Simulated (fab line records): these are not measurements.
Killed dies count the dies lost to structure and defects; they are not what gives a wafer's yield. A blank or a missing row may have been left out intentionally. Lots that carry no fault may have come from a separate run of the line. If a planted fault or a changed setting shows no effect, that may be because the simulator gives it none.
Comparing a struck lot with a sound one	flow sky130	21 steps out of a route of 708
Sound: these wafers, L540.2, L540.3, L540.4. The struck wafers were L547.1, L547.3, L547.5. The cause is named last.
Each step with rows lists, per side, the tool, then ch with its chambers, then its first start. Under that, the readings that differ: sound wafers	struck wafers	difference of the means	sigmas: that difference in standard deviations of wafers without a fault.
alike: same words and numbers on both sides, and readings whose means sit less than 2 such deviations apart. not compared: any withheld reading, any reading some wafer has no value for, any bound like >300 that may hide the same value, and any number with overlapping values for which the record gives no deviation.
Wherever a step has rows on one side only, a row that says differs or no value, or a row with sigmas, the two part there. Numbers that don't overlap but have no deviation are shown without sigmas and don't part them. A reading missing from all wafers of one side parts the sides only when that side holds two or more wafers.

SKY_POLY_GATE_THK_MEAS_21:
  sound on film metro-01, day 18 11:23; struck on film metro-04, day 21 08:07
  alike: POLY_GATE_OXIDATION_THK
SKY_POLY_GATE_CD_MEAS_22:
  sound on cd sem-01, day 18 11:28; struck on cd sem-01, day 21 08:11
  alike: cd nm
then, 7 steps without rows for these wafers: SKY_LDD_N_DEHYDRATE_00 (time 60 s); SKY_LDD_N_HMDS_01 (prime time 60 s); SKY_LDD_N_COAT_02 (resist thk 300 nm); SKY_LDD_N_SOFTBAKE_03 (time 60 s); SKY_LDD_N_EXPOSE_04 (exposes mask NTM, target cd 840 nm); SKY_LDD_N_PEB_05; SKY_LDD_N_DEVELOP_06 (develop time 60 s).
SKY_LDD_N_OVL_MEAS_07:
  sound on overlay-02, day 19 18:19; struck on overlay-01, day 22 14:28
  alike: LDD_N_OVL
then, 2 steps without rows for these wafers: SKY_LDD_N_IMPLANT_08; SKY_LDD_N_IMPLANT_09.
SKY_LDD_N_IMPLANT_10:
  sound on implanter-03 ch 0, day 19 18:41; struck on implanter-03 ch 0, day 22 14:48
reading	sound	struck	difference	sigmas
dose ions cm2	7.493e+13 7.5e+13 7.508e+13	4.951e+13 4.954e+13 4.95e+13	-2.549e+13	-99 or more
faraday current uA	420 419 427	266 285 279	-145	-17
  alike: end station pressure torr
then, 5 steps without rows for these wafers: SKY_LDD_N_IMPLANT_11; SKY_LDD_N_IMPLANT_12; SKY_LDD_N_IMPLANT_13; SKY_LDD_N_IMPLANT_14; SKY_LDD_N_IMPLANT_15.
SKY_LDD_N_STRIP_16: strips in O2/N2.
  sound on plasma asher-03 ch 0,1, day 19 19:33; struck on plasma asher-03 ch 0,1, day 22 15:42
reading	sound	struck	difference	sigmas
strip time to endpoint s (s)	4.346 4.338 4.336	4.217 4.257 4.240	-0.102	-7
  alike: drypump motor current A, oes product au
  not compared: rf hours counter h
SKY_LDD_N_TW_MEAS_17:
  sound on film metro-02, day 19 19:40; struck on film metro-01, day 22 15:48
  alike: LDD_N_TW
-- a jump in the record: the struck wafers' starts before and after are 26 days apart (it breaks off in module LDD_N and resumes in module PAD_OPEN, where the first step shown is number 708 of the route) --
SKY_PAD_OPEN_PROBE_99:
  sound on prober-01, day 48 02:38; struck on prober-02, day 49 01:53
reading	sound	struck	difference	sigmas
model.etest.tip n.rs ohm sq	442.2 441.2 441.5	460.5 457.8 458.4	+17.3	
  alike: killed_at_M0_to_M3, killed_at_M4_up, killed at contacts, killed at front end, killed at other, killed dies, killed open, killed short

WHERE THEY PART
Earliest at SKY_LDD_N_IMPLANT_10; latest, in this record, at SKY_LDD_N_STRIP_16. Later steps at which nothing parts them and some readings are alike: SKY_LDD_N_TW_MEAS_17, SKY_PAD_OPEN_PROBE_99.

WHY: whatever the simulator had introduced
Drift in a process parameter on implanter-03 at SKY_LDD_N_IMPLANT_10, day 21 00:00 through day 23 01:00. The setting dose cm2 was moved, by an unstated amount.
